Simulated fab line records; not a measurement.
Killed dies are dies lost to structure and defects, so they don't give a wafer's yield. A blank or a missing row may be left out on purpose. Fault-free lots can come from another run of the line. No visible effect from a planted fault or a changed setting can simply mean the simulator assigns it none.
Which of the tools did it? :: flow sky130 :: Sampling: 13 lots, 39 wafers, 6 of 708 route steps

WHAT THE GAUGES SHOWED, per wafer
SKY_DNWELL_TW_MEAS_09.
lot: L295
measured: day 3 12:35
on: film metro-02
DNWELL_TW: 1112 1114 1109

lot: L296
measured: day 3 17:39
on: film metro-04
DNWELL_TW: 1093 1105 1105

lot: L299
measured: day 4 09:37
on: film metro-04
DNWELL_TW: 1113 1116 1119

lot: L300
measured: day 4 16:53
on: film metro-03
DNWELL_TW: 1113 1107 1110

lot: L301
measured: day 4 23:04
on: film metro-02
DNWELL_TW: 1107 1109 1104

lot: L303
measured: day 5 09:24
on: film metro-04
DNWELL_TW: 1109 1106 1113

lot: L305
measured: day 5 21:15
on: film metro-03
DNWELL_TW: 1105 1109 1110

lot: L306
measured: day 6 02:56
on: film metro-04
DNWELL_TW: 1118 1109 1119

lot: L307
measured: day 6 05:55
on: film metro-03
DNWELL_TW: 1105 1109 1110

lot: L310
measured: day 7 03:52
on: film metro-04
DNWELL_TW: 1114 1111 1120

lot: L311
measured: day 7 08:38
on: film metro-02
DNWELL_TW: 1121 1114 1108

lot: L315
measured: day 8 06:10
on: film metro-02
DNWELL_TW: 1099 1103 1110

lot: L316
measured: day 8 10:32
on: film metro-02
DNWELL_TW: 1106 1108 1111

SKY_VT_ADJUST_LVTN_TW_MEAS_10.
lot: L295
measured: day 7 09:02
on: film metro-01
VT_ADJUST_LVTN_TW: 242.6 242.8 244.4

lot: L296
measured: day 7 13:09
on: film metro-02
VT_ADJUST_LVTN_TW: 239.9 243.0 241.4

lot: L299
measured: day 8 09:15
on: film metro-01
VT_ADJUST_LVTN_TW: 242.7 242.7 242.3

lot: L300
measured: day 8 17:25
on: film metro-01
VT_ADJUST_LVTN_TW: 242.9 240.5 243.7

lot: L301
measured: day 9 00:46
on: film metro-01
VT_ADJUST_LVTN_TW: 243.2 243.7 243.8

lot: L303
measured: day 9 15:44
on: film metro-01
VT_ADJUST_LVTN_TW: 243.1 242.4 243.3

lot: L305
measured: day 10 04:49
on: film metro-01
VT_ADJUST_LVTN_TW: 243.7 242.9 244.0

lot: L306
measured: day 10 12:01
on: film metro-01
VT_ADJUST_LVTN_TW: 243.5 243.2 242.9

lot: L307
measured: day 10 17:04
on: film metro-04
VT_ADJUST_LVTN_TW: 239.3 239.1 239.6

lot: L310
measured: day 11 16:57
on: film metro-04
VT_ADJUST_LVTN_TW: 240.0 241.2 241.1

lot: L311
measured: day 12 00:07
on: film metro-01
VT_ADJUST_LVTN_TW: 30.4 30.5 30.3

lot: L315
measured: day 13 01:52
on: film metro-04
VT_ADJUST_LVTN_TW: 240.6 240.6 241.0

lot: L316
measured: day 13 06:10
on: film metro-04
VT_ADJUST_LVTN_TW: 239.8 239.2 240.8

SKY_VT_ADJUST_PCH_OVL_MEAS_07.
lot: L295
measured: day 10 23:31
on: overlay-01
VT_ADJUST_PCH_OVL (nm): -0.8 -1.9 -0.8

lot: L296
measured: day 11 03:44
on: overlay-02
VT_ADJUST_PCH_OVL (nm): 0.3 -1.6 -0.1

lot: L299
measured: day 12 03:28
on: overlay-01
VT_ADJUST_PCH_OVL (nm): -1.4 -0.2 -1.0

lot: L300
measured: day 12 14:34
on: overlay-02
VT_ADJUST_PCH_OVL (nm): -0.6 0.5 -0.7

lot: L301
measured: day 12 22:56
on: overlay-01
VT_ADJUST_PCH_OVL (nm): 1.1 2.3 -0.7

lot: L303
measured: day 13 14:34
on: overlay-01
VT_ADJUST_PCH_OVL (nm): -0.8 0.1 0.2

lot: L305
measured: day 14 04:49
on: overlay-01
VT_ADJUST_PCH_OVL (nm): -1.6 1.0 0.1

lot: L306
measured: day 14 14:00
on: overlay-01
VT_ADJUST_PCH_OVL (nm): 2.0 -0.4 -2.1

lot: L307
measured: day 14 19:45
on: overlay-02
VT_ADJUST_PCH_OVL (nm): 0.7 0.3 -0.7

lot: L310
measured: day 16 00:15
on: overlay-01
VT_ADJUST_PCH_OVL (nm): 0.9 1.0 0.9

lot: L311
measured: day 16 07:52
on: overlay-01
VT_ADJUST_PCH_OVL (nm): -3.0 -0.5 -1.9

lot: L315
measured: day 17 15:03
on: overlay-02
VT_ADJUST_PCH_OVL (nm): -0.3 -1.3 -2.4

lot: L316
measured: day 17 20:10
on: overlay-01
VT_ADJUST_PCH_OVL (nm): -4.5 -1.1 -2.7

SKY_POLY_GATE_CD_MEAS_22.
lot: L295
measured: day 17 01:08
on: cd sem-01
cd nm (nm): 153.0 149.1 152.9

lot: L296
measured: day 17 07:50
on: cd sem-02
cd nm (nm): 157.1 155.3 151.6

lot: L299
measured: day 18 11:14
on: cd sem-02
cd nm (nm): 148.1 150.6 151.0

lot: L300
measured: day 19 01:09
on: cd sem-01
cd nm (nm): 153.2 150.9 149.4

lot: L301
measured: day 19 12:58
on: cd sem-02
cd nm (nm): 151.4 154.5 150.9

lot: L303
measured: day 20 04:46
on: cd sem-01
cd nm (nm): 150.0 150.3 151.0

lot: L305
measured: day 20 23:40
on: cd sem-01
cd nm (nm): 149.7 148.7 152.0

lot: L306
measured: day 21 07:02
on: cd sem-01
cd nm (nm): 149.2 147.0 148.2

lot: L307
measured: day 21 15:10
on: cd sem-02
cd nm (nm): 149.9 152.3 145.7

lot: L310
measured: day 22 21:21
on: cd sem-02
cd nm (nm): 148.7 150.0 150.4

lot: L311
measured: day 23 05:17
on: cd sem-01
cd nm (nm): 150.1 149.7 150.1

lot: L315
measured: day 24 12:13
on: cd sem-02
cd nm (nm): 148.3 147.4 149.7

lot: L316
measured: day 24 19:06
on: cd sem-02
cd nm (nm): 153.4 149.3 155.3

TOOL THAT RAN EACH LOT (tool first, then ch and the chambers of the sampled wafers, then the start)
lot: L295
SKY_VT_ADJUST_HVTP_STRIP_10: plasma asher-02 ch 0, day 6 13:14
SKY_VT_ADJUST_LVTN_STRIP_09: plasma asher-02 ch 0,1, day 7 08:55

lot: L296
SKY_VT_ADJUST_HVTP_STRIP_10: plasma asher-01 ch 0,1, day 6 17:16
SKY_VT_ADJUST_LVTN_STRIP_09: plasma asher-04 ch 0,1, day 7 13:03

lot: L299
SKY_VT_ADJUST_HVTP_STRIP_10: plasma asher-03 ch 0,1, day 7 13:04
SKY_VT_ADJUST_LVTN_STRIP_09: plasma asher-03 ch 0,1, day 8 09:09

lot: L300
SKY_VT_ADJUST_HVTP_STRIP_10: plasma asher-02 ch 0,1, day 7 20:20
SKY_VT_ADJUST_LVTN_STRIP_09: plasma asher-03 ch 0,1, day 8 17:18

lot: L301
SKY_VT_ADJUST_HVTP_STRIP_10: plasma asher-02 ch 0,1, day 8 04:28
SKY_VT_ADJUST_LVTN_STRIP_09: plasma asher-02 ch 0,1, day 9 00:41

lot: L303
SKY_VT_ADJUST_HVTP_STRIP_10: plasma asher-02 ch 0,1, day 8 17:07
SKY_VT_ADJUST_LVTN_STRIP_09: plasma asher-02 ch 0,1, day 9 15:38

lot: L305
SKY_VT_ADJUST_HVTP_STRIP_10: plasma asher-02 ch 0,1, day 9 06:07
SKY_VT_ADJUST_LVTN_STRIP_09: plasma asher-03 ch 0,1, day 10 04:42

lot: L306
SKY_VT_ADJUST_HVTP_STRIP_10: plasma asher-02 ch 0,1, day 9 12:23
SKY_VT_ADJUST_LVTN_STRIP_09: plasma asher-02 ch 0,1, day 10 11:55

lot: L307
SKY_VT_ADJUST_HVTP_STRIP_10: plasma asher-03 ch 0,1, day 9 17:53
SKY_VT_ADJUST_LVTN_STRIP_09: plasma asher-02 ch 0,1, day 10 16:58

lot: L310
SKY_VT_ADJUST_HVTP_STRIP_10: plasma asher-02 ch 0,1, day 10 17:43
SKY_VT_ADJUST_LVTN_STRIP_09: plasma asher-04 ch 0,1, day 11 16:51

lot: L311
SKY_VT_ADJUST_HVTP_STRIP_10: plasma asher-01 ch 0, day 11 00:17
SKY_VT_ADJUST_LVTN_STRIP_09: plasma asher-03 ch 0,1, day 12 00:01

lot: L315
SKY_VT_ADJUST_HVTP_STRIP_10: plasma asher-02 ch 0,1, day 12 01:07
SKY_VT_ADJUST_LVTN_STRIP_09: plasma asher-03 ch 0,1, day 13 01:46

lot: L316
SKY_VT_ADJUST_HVTP_STRIP_10: plasma asher-02 ch 0,1, day 12 05:08
SKY_VT_ADJUST_LVTN_STRIP_09: plasma asher-02 ch 1, day 13 06:03
- SKY_VT_ADJUST_HVTP_STRIP_10: strips in O2/N2.
- SKY_VT_ADJUST_LVTN_STRIP_09: strips in O2/N2.

WHAT THE TOOLS THEMSELVES READ (means of the sampled wafers that have a number; where no wafer has one, the mark that the record gives instead)
SKY_VT_ADJUST_HVTP_STRIP_10.
lot: L295
tool: plasma asher-02
chamber pressure mTorr (mTorr): 1499.7
drypump motor current A (A): 5.29
oes product au (a.u.): 0.712
strip time to endpoint s (s): 14.15

lot: L296
tool: plasma asher-01
chamber pressure mTorr (mTorr): 1500.2
drypump motor current A (A): 5.94
oes product au (a.u.): 0.715
strip time to endpoint s (s): 14.18

lot: L299
tool: plasma asher-03
chamber pressure mTorr (mTorr): 1500.0
drypump motor current A (A): 5.45
oes product au (a.u.): 0.715
strip time to endpoint s (s): 14.19

lot: L300
tool: plasma asher-02
chamber pressure mTorr (mTorr): 1499.6
drypump motor current A (A): 5.41
oes product au (a.u.): 0.716
strip time to endpoint s (s): 14.16

lot: L301
tool: plasma asher-02
chamber pressure mTorr (mTorr): 1500.0
drypump motor current A (A): 5.35
oes product au (a.u.): 0.708
strip time to endpoint s (s): 14.20

lot: L303
tool: plasma asher-02
chamber pressure mTorr (mTorr): 1499.2
drypump motor current A (A): 5.36
oes product au (a.u.): 0.713
strip time to endpoint s (s): 14.18

lot: L305
tool: plasma asher-02
chamber pressure mTorr (mTorr): 1501.1
drypump motor current A (A): 5.34
oes product au (a.u.): 0.714
strip time to endpoint s (s): 14.17

lot: L306
tool: plasma asher-02
chamber pressure mTorr (mTorr): 1499.7
drypump motor current A (A): 5.36
oes product au (a.u.): 0.719
strip time to endpoint s (s): 14.23

lot: L307
tool: plasma asher-03
chamber pressure mTorr (mTorr): 1499.6
drypump motor current A (A): 5.46
oes product au (a.u.): 0.715
strip time to endpoint s (s): 14.13

lot: L310
tool: plasma asher-02
chamber pressure mTorr (mTorr): 1500.5
drypump motor current A (A): 5.34
oes product au (a.u.): 0.717
strip time to endpoint s (s): 14.13

lot: L311
tool: plasma asher-01
chamber pressure mTorr (mTorr): 1499.6
drypump motor current A (A): 5.45
oes product au (a.u.): 0.917
strip time to endpoint s (s): -

lot: L315
tool: plasma asher-02
chamber pressure mTorr (mTorr): 1499.6
drypump motor current A (A): 5.38
oes product au (a.u.): 0.714
strip time to endpoint s (s): 14.14

lot: L316
tool: plasma asher-02
chamber pressure mTorr (mTorr): 1500.4
drypump motor current A (A): 5.35
oes product au (a.u.): 0.717
strip time to endpoint s (s): 14.17

SKY_VT_ADJUST_LVTN_STRIP_09.
lot: L295
tool: plasma asher-02
chamber pressure mTorr (mTorr): 1500.2
drypump motor current A (A): 5.3
oes product au (a.u.): 0.719
strip time to endpoint s (s): 36.88

lot: L296
tool: plasma asher-04
chamber pressure mTorr (mTorr): 1500.2
drypump motor current A (A): 6.0
oes product au (a.u.): 0.730
strip time to endpoint s (s): 36.87

lot: L299
tool: plasma asher-03
chamber pressure mTorr (mTorr): 1499.4
drypump motor current A (A): 5.7
oes product au (a.u.): 0.723
strip time to endpoint s (s): 36.85

lot: L300
tool: plasma asher-03
chamber pressure mTorr (mTorr): 1499.8
drypump motor current A (A): 5.7
oes product au (a.u.): 0.720
strip time to endpoint s (s): 37.00

lot: L301
tool: plasma asher-02
chamber pressure mTorr (mTorr): 1499.4
drypump motor current A (A): 5.3
oes product au (a.u.): 0.718
strip time to endpoint s (s): 36.84

lot: L303
tool: plasma asher-02
chamber pressure mTorr (mTorr): 1499.3
drypump motor current A (A): 5.3
oes product au (a.u.): 0.723
strip time to endpoint s (s): 36.81

lot: L305
tool: plasma asher-03
chamber pressure mTorr (mTorr): 1500.2
drypump motor current A (A): 5.4
oes product au (a.u.): 0.726
strip time to endpoint s (s): 36.96

lot: L306
tool: plasma asher-02
chamber pressure mTorr (mTorr): 1501.1
drypump motor current A (A): 5.3
oes product au (a.u.): 0.721
strip time to endpoint s (s): 36.87

lot: L307
tool: plasma asher-02
chamber pressure mTorr (mTorr): 1500.5
drypump motor current A (A): 5.4
oes product au (a.u.): 0.721
strip time to endpoint s (s): 36.80

lot: L310
tool: plasma asher-04
chamber pressure mTorr (mTorr): 1499.2
drypump motor current A (A): 5.8
oes product au (a.u.): 0.716
strip time to endpoint s (s): 36.93

lot: L311
tool: plasma asher-03
chamber pressure mTorr (mTorr): 1499.4
drypump motor current A (A): 5.5
oes product au (a.u.): 0.727
strip time to endpoint s (s): 45.92

lot: L315
tool: plasma asher-03
chamber pressure mTorr (mTorr): 1499.9
drypump motor current A (A): 5.5
oes product au (a.u.): 0.724
strip time to endpoint s (s): 36.94

lot: L316
tool: plasma asher-02
chamber pressure mTorr (mTorr): 1499.8
drypump motor current A (A): 5.4
oes product au (a.u.): 0.721
strip time to endpoint s (s): 36.94

THE ANSWER, worked out from the rows above alone
Rule: the lots themselves supply what counts as usual. The widest of any qualifying gaps counts: lots, ordered by their means at a reading, are off when they make up no more than a third of the lots, leave a main group of 4 or more, and stand apart from it by 3 or more times the standard deviation of that group's means. Not used: any main group whose means are identical at the precision the tables above print for the reading. Also off: a lot with no number at a reading for which 4 or more lots have one. The other lots that the step has rows for count as sound. First the gauges in route order, then the tools' own readings, where a lot's mean is used as printed above. The first step at which some lot is off is used, and at that step the reading that is off furthest; a lot without a number counts as furthest.
Off: at SKY_VT_ADJUST_LVTN_TW_MEAS_10 (VT_ADJUST_LVTN_TW), L311. The main group: mean 242.0, standard deviation 1.4.
If a tool, at a process step before that reading, ran all the lots that are off and no sound lot after the first of them, it fits. The gauges at SKY_VT_ADJUST_LVTN_TW_MEAS_10 aren't tried: what is off there is off at SKY_VT_ADJUST_HVTP_STRIP_10 too, on other tools, and a gauge's error can't cause that. One candidate fits, namely plasma asher-01 at SKY_VT_ADJUST_HVTP_STRIP_10. Its last sound lot is L296 (day 6 17:16), its first lot that is off L311 (day 11 00:17): a fault that began between those two fits.
The tool's own readings at SKY_VT_ADJUST_HVTP_STRIP_10 bear it out: on the lots that are off they differ by more than 5 times the standard deviation of the sound lots' means. oes product au reads 0.917 a.u. there against 0.715 a.u. on the sound lots.
Blank at SKY_VT_ADJUST_HVTP_STRIP_10 on the lots that are off, where sound lots have numbers: strip time to endpoint s.

WHAT WAS PUT IN BY THE SIMULATOR
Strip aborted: plasma asher-01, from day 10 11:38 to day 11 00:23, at SKY_VT_ADJUST_HVTP_STRIP_10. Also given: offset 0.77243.
Shown lots that were struck: L311. The rule above found the same.
